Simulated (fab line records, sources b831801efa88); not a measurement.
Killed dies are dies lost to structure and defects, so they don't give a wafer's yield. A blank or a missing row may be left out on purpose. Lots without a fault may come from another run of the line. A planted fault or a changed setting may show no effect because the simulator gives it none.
Which tool did it? | flow gf180mcu | 12 lots, 36 wafers sampled, at 5 steps of a route of 602

WHAT THE GAUGES READ, wafer by wafer
GF_M4_CD_MEAS_14: target cd 280 nm.
lot  | measured     | on        | cd_nm (nm)
L821 | day 23 12:27 | cd_sem-02 | 278.4 278.8 278.5
L824 | day 24 20:38 | cd_sem-01 | 282.2 280.9 281.6
L827 | day 25 18:05 | cd_sem-01 | 289.6 289.6 289.7
L829 | day 26 15:44 | cd_sem-01 | 288.2 288.6 288.6
L833 | day 27 19:14 | cd_sem-01 | 281.2 280.3 280.3
L837 | day 28 22:01 | cd_sem-01 | 279.1 280.4 280.3
L838 | day 29 01:29 | cd_sem-01 | 277.4 277.9 277.7
L839 | day 29 12:20 | cd_sem-02 | 280.3 280.1 279.9
L840 | day 29 23:03 | cd_sem-01 | 279.3 278.9 278.5
L841 | day 30 00:10 | cd_sem-01 | 279.9 280.5 280.7
L842 | day 30 09:28 | cd_sem-01 | 278.9 279.6 278.5
L843 | day 30 10:07 | cd_sem-02 | 280.9 280.4 281.7

WHICH TOOL RAN EACH LOT (tool, then ch and the chambers of the sampled wafers, then the start)
lot  | GF_V3_ETCH_16                      | GF_V3_SPUTTER_21             | GF_M4_SPUTTER_01             | GF_M4_SOFTBAKE_10
L821 | rie_diel-01 ch 1,2,3, day 22 12:41 | pvd_sputter-02, day 22 13:22 | pvd_sputter-04, day 22 14:10 | litho_track-01 ch 0, day 23 01:32
L824 | rie_diel-04 ch 0,1,2, day 23 21:10 | pvd_sputter-01, day 23 21:50 | pvd_sputter-03, day 23 22:38 | litho_track-03 ch 0, day 24 09:53
L827 | rie_diel-01 ch 1,2,3, day 24 19:08 | pvd_sputter-01, day 24 19:49 | pvd_sputter-03, day 24 20:37 | litho_track-01 ch 0, day 25 07:20
L829 | rie_diel-04 ch 0,1,3, day 25 16:37 | pvd_sputter-03, day 25 17:20 | pvd_sputter-04, day 25 18:08 | litho_track-01 ch 0, day 26 04:32
L833 | rie_diel-01 ch 0,1,2, day 26 21:35 | pvd_sputter-02, day 26 22:22 | pvd_sputter-03, day 26 23:10 | litho_track-04 ch 0, day 27 09:04
L837 | rie_diel-03 ch 0,2, day 28 00:53   | pvd_sputter-02, day 28 01:35 | pvd_sputter-03, day 28 02:23 | litho_track-01 ch 0, day 28 12:53
L838 | rie_diel-01 ch 2,3, day 28 04:34   | pvd_sputter-03, day 28 05:17 | pvd_sputter-02, day 28 06:04 | litho_track-03 ch 0, day 28 16:02
L839 | rie_diel-01 ch 0,2, day 28 15:48   | pvd_sputter-03, day 28 16:28 | pvd_sputter-03, day 28 17:18 | litho_track-03 ch 0, day 29 02:44
L840 | rie_diel-01 ch 0,1,3, day 29 02:28 | pvd_sputter-01, day 29 03:10 | pvd_sputter-02, day 29 03:57 | litho_track-01 ch 0, day 29 13:28
L841 | rie_diel-03 ch 0,2,3, day 29 03:46 | pvd_sputter-03, day 29 04:25 | pvd_sputter-04, day 29 05:13 | litho_track-01 ch 0, day 29 14:43
L842 | rie_diel-01 ch 0,1,2, day 29 12:35 | pvd_sputter-01, day 29 13:28 | pvd_sputter-03, day 29 14:34 | litho_track-01 ch 0, day 30 00:13
L843 | rie_diel-03 ch 0,2,3, day 29 13:55 | pvd_sputter-01, day 29 14:42 | pvd_sputter-04, day 29 15:37 | litho_track-04 ch 0, day 30 00:56
- GF_V3_ETCH_16: etches BARC in N2/H2.
- GF_V3_SPUTTER_21: material Ti, target thk 15 nm, time 80.02 s.
- GF_M4_SPUTTER_01: material TiN, target thk 30 nm, time 25 s.
- GF_M4_SOFTBAKE_10: time 60 s.

WHAT THE TOOLS THEMSELVES READ (means of the sampled wafers that have a number; where no wafer has one, the mark that the record gives instead)
GF_V3_ETCH_16.
lot  | tool        | drypump_motor_current_A (A) | oes_product_au (a.u.) | throttle_valve_pct (%)
L821 | rie_diel-01 | 5.7                         | 0.854                 | 13.216
L824 | rie_diel-04 | 5.7                         | 0.854                 | 13.221
L827 | rie_diel-01 | 5.7                         | 0.854                 | 13.235
L829 | rie_diel-04 | 5.9                         | 0.856                 | 13.228
L833 | rie_diel-01 | 5.4                         | 0.858                 | 13.219
L837 | rie_diel-03 | 6.3                         | 0.856                 | 13.219
L838 | rie_diel-01 | 5.5                         | 0.856                 | 13.221
L839 | rie_diel-01 | 5.1                         | 0.855                 | 13.230
L840 | rie_diel-01 | 5.4                         | 0.857                 | 13.218
L841 | rie_diel-03 | 6.0                         | 0.857                 | 13.229
L842 | rie_diel-01 | 5.5                         | 0.855                 | 13.222
L843 | rie_diel-03 | 5.9                         | 0.854                 | 13.226

GF_V3_SPUTTER_21.
lot  | tool           | throttle_valve_pct (%)
L821 | pvd_sputter-02 | 30.0
L824 | pvd_sputter-01 | 30.5
L827 | pvd_sputter-01 | 31.0
L829 | pvd_sputter-03 | 29.6
L833 | pvd_sputter-02 | 31.1
L837 | pvd_sputter-02 | 30.1
L838 | pvd_sputter-03 | 29.7
L839 | pvd_sputter-03 | 28.5
L840 | pvd_sputter-01 | 30.3
L841 | pvd_sputter-03 | 29.6
L842 | pvd_sputter-01 | 30.8
L843 | pvd_sputter-01 | 30.7

GF_M4_SPUTTER_01.
lot  | tool           | throttle_valve_pct (%)
L821 | pvd_sputter-04 | 30.4
L824 | pvd_sputter-03 | 29.8
L827 | pvd_sputter-03 | 29.7
L829 | pvd_sputter-04 | 30.2
L833 | pvd_sputter-03 | 29.6
L837 | pvd_sputter-03 | 30.1
L838 | pvd_sputter-02 | 30.1
L839 | pvd_sputter-03 | 30.4
L840 | pvd_sputter-02 | 30.0
L841 | pvd_sputter-04 | 30.5
L842 | pvd_sputter-03 | 31.4
L843 | pvd_sputter-04 | 30.5

GF_M4_SOFTBAKE_10.
lot  | tool           | heater_power_total_W (W) | plate_temp_C (C) | resist_line_temp_C (C)
L821 | litho_track-01 | 93.05                    | 130.14           | 22.84
L824 | litho_track-03 | 93.03                    | 130.21           | 22.93
L827 | litho_track-01 | 88.71                    | 125.17           | 23.05
L829 | litho_track-01 | 88.71                    | 125.14           | 23.06
L833 | litho_track-04 | 93.04                    | 130.12           | 22.86
L837 | litho_track-01 | 93.06                    | 130.03           | 23.04
L838 | litho_track-03 | 93.05                    | 130.19           | 23.08
L839 | litho_track-03 | 93.04                    | 130.12           | 23.04
L840 | litho_track-01 | 93.04                    | 130.01           | 23.03
L841 | litho_track-01 | 93.09                    | 130.05           | 22.93
L842 | litho_track-01 | 93.10                    | 129.76           | 22.95
L843 | litho_track-04 | 93.04                    | 129.98           | 22.98

THE ANSWER, worked out from the rows above alone
Rule: what is usual is taken from the lots themselves. Put in order of their means at a reading, lots are off if they are a third of the lots or fewer, leave a main group of 4 or more, and stand apart from it by a gap of 3 or more times the standard deviation of the main group's means; of several such gaps the widest counts. A main group whose means are all the same, to the digits that the tables above print for the reading, isn't used. A lot without any number at a reading at which 4 lots or more have one is off too. The other lots that the step has rows for count as sound. The gauges are gone through in route order, then the tools' own readings, and for those a lot's mean is taken as printed above. The first step at which some lot is off is used, and at that step the reading that is off furthest; a lot without a number counts as furthest.
Off: L827, L829, at GF_M4_CD_MEAS_14 (cd_nm). The main group: mean 279.8 nm, standard deviation 1.1.
A tool fits if, at a process step before that reading, it ran every lot that is off, and no sound lot after the first of them. The gauges at GF_M4_CD_MEAS_14 aren't tried: what is off there is off at GF_M4_SOFTBAKE_10 too, on other tools, and a gauge's error can't cause that. None of those tried fits.

WHAT THE SIMULATOR HAD PUT IN
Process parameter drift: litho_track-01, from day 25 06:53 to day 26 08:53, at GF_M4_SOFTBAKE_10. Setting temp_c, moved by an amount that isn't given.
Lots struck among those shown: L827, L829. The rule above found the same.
